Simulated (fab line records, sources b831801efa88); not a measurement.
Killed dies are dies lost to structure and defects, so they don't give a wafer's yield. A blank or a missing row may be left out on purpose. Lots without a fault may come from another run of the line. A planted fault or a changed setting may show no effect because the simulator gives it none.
Which tool did it? | flow sky130 | 14 lots, 42 wafers sampled, at 3 steps of a route of 708

WHAT THE GAUGES READ, wafer by wafer
SKY_VT_ADJUST_HVTP_OVL_MEAS_08.
lot  | measured     | on         | VT_ADJUST_HVTP_OVL (nm)
L606 | day 6 03:59  | overlay-01 | 0.4 0.1 1.7
L607 | day 6 12:26  | overlay-01 | 1.6 -1.2 1.1
L609 | day 7 01:43  | overlay-02 | 1.7 1.4 0.2
L610 | day 7 04:25  | overlay-02 | 1.7 1.3 0.6
L612 | day 7 15:38  | overlay-01 | -1.5 -0.7 -0.3
L613 | day 7 21:20  | overlay-02 | -2.5 -0.3 -1.5
L614 | day 8 11:32  | overlay-02 | 0.7 0.6 0.6
L615 | day 8 13:19  | overlay-01 | -1.8 -1.4 -2.1
L621 | day 10 05:44 | overlay-02 | -1.0 -1.6 -0.7
L622 | day 10 08:46 | overlay-01 | -0.6 -1.5 -1.5
L625 | day 11 06:18 | overlay-02 | -2.7 0.0 -2.0
L626 | day 11 13:09 | overlay-02 | 2.5 1.9 2.3
L627 | day 12 00:11 | overlay-01 | 0.6 -1.2 0.2
L628 | day 12 07:24 | overlay-01 | -2.3 -1.3 -0.8

SKY_SONOS_TUNNEL_OVL_MEAS_08.
lot  | measured     | on         | SONOS_TUNNEL_OVL (nm)
L606 | day 11 13:52 | overlay-02 | 0.7 1.0 -0.1
L607 | day 12 00:24 | overlay-02 | -0.5 -1.6 -0.7
L609 | day 12 16:15 | overlay-02 | 1.6 -0.4 0.9
L610 | day 12 21:16 | overlay-01 | -0.7 0.6 0.9
L612 | day 13 11:52 | overlay-01 | 1.5 0.4 0.0
L613 | day 13 17:33 | overlay-02 | 1.2 0.1 1.1
L614 | day 14 12:16 | overlay-01 | 0.0 0.3 0.1
L615 | day 14 15:56 | overlay-02 | -0.2 -0.4 0.2
L621 | day 16 13:21 | overlay-02 | 1.6 -0.3 1.3
L622 | day 16 20:41 | overlay-01 | -2.9 -4.6 -4.7
L625 | day 18 02:03 | overlay-01 | -2.4 -1.7 -2.5
L626 | day 18 06:48 | overlay-02 | 0.5 0.9 0.3
L627 | day 18 20:32 | overlay-02 | -0.4 -0.5 0.9
L628 | day 19 04:21 | overlay-01 | 1.4 0.2 -0.4

WHICH TOOL RAN EACH LOT (tool, then ch and the chambers of the sampled wafers, then the start)
lot  | SKY_VT_ADJUST_LVTN_STRIP_09
L606 | plasma_asher-03 ch 0,1, day 6 23:14
L607 | plasma_asher-03 ch 0,1, day 7 08:13
L609 | plasma_asher-01 ch 1, day 7 21:31
L610 | plasma_asher-03 ch 0,1, day 8 00:53
L612 | plasma_asher-04 ch 0,1, day 8 12:55
L613 | plasma_asher-03 ch 0,1, day 8 18:58
L614 | plasma_asher-03 ch 0,1, day 9 09:11
L615 | plasma_asher-03 ch 0,1, day 9 11:53
L621 | plasma_asher-04 ch 0,1, day 11 05:31
L622 | plasma_asher-03 ch 0,1, day 11 09:10
L625 | plasma_asher-04 ch 0,1, day 12 10:22
L626 | plasma_asher-04 ch 0,1, day 12 13:55
L627 | plasma_asher-04 ch 1, day 13 01:07
L628 | plasma_asher-04 ch 0,1, day 13 08:45
- SKY_VT_ADJUST_LVTN_STRIP_09: strips in O2/N2.

WHAT THE TOOLS THEMSELVES READ (means of the sampled wafers that have a number; where no wafer has one, the mark that the record gives instead)
SKY_VT_ADJUST_LVTN_STRIP_09.
lot  | tool            | drypump_motor_current_A (A) | oes_product_au (a.u.) | strip_time_to_endpoint_s (s)
L606 | plasma_asher-03 | 6.1                         | 0.720                 | 36.87
L607 | plasma_asher-03 | 6.1                         | 0.722                 | 36.93
L609 | plasma_asher-01 | 5.8                         | 0.722                 | 36.95
L610 | plasma_asher-03 | 6.1                         | 0.723                 | 37.01
L612 | plasma_asher-04 | 5.7                         | 0.726                 | 36.91
L613 | plasma_asher-03 | 6.1                         | 0.721                 | 36.88
L614 | plasma_asher-03 | 6.4                         | 0.720                 | 36.85
L615 | plasma_asher-03 | 6.1                         | 0.718                 | 36.93
L621 | plasma_asher-04 | 5.7                         | 0.719                 | 36.95
L622 | plasma_asher-03 | 6.1                         | 0.719                 | 36.78
L625 | plasma_asher-04 | 5.7                         | 0.723                 | 36.85
L626 | plasma_asher-04 | 5.7                         | 0.718                 | 36.92
L627 | plasma_asher-04 | 5.9                         | 0.723                 | 36.86
L628 | plasma_asher-04 | 5.7                         | 0.725                 | 36.80

THE ANSWER, worked out from the rows above alone
Rule: what is usual is taken from the lots themselves. Put in order of their means at a reading, lots are off if they are a third of the lots or fewer, leave a main group of 4 or more, and stand apart from it by a gap of 3 or more times the standard deviation of the main group's means; of several such gaps the widest counts. A main group whose means are all the same, to the digits that the tables above print for the reading, isn't used. A lot without any number at a reading at which 4 lots or more have one is off too. The other lots that the step has rows for count as sound. The gauges are gone through in route order, then the tools' own readings, and for those a lot's mean is taken as printed above. The first step at which some lot is off is used, and at that step the reading that is off furthest; a lot without a number counts as furthest.
No lot is off at any reading shown: from this, nothing can be told.

WHAT THE SIMULATOR HAD PUT IN
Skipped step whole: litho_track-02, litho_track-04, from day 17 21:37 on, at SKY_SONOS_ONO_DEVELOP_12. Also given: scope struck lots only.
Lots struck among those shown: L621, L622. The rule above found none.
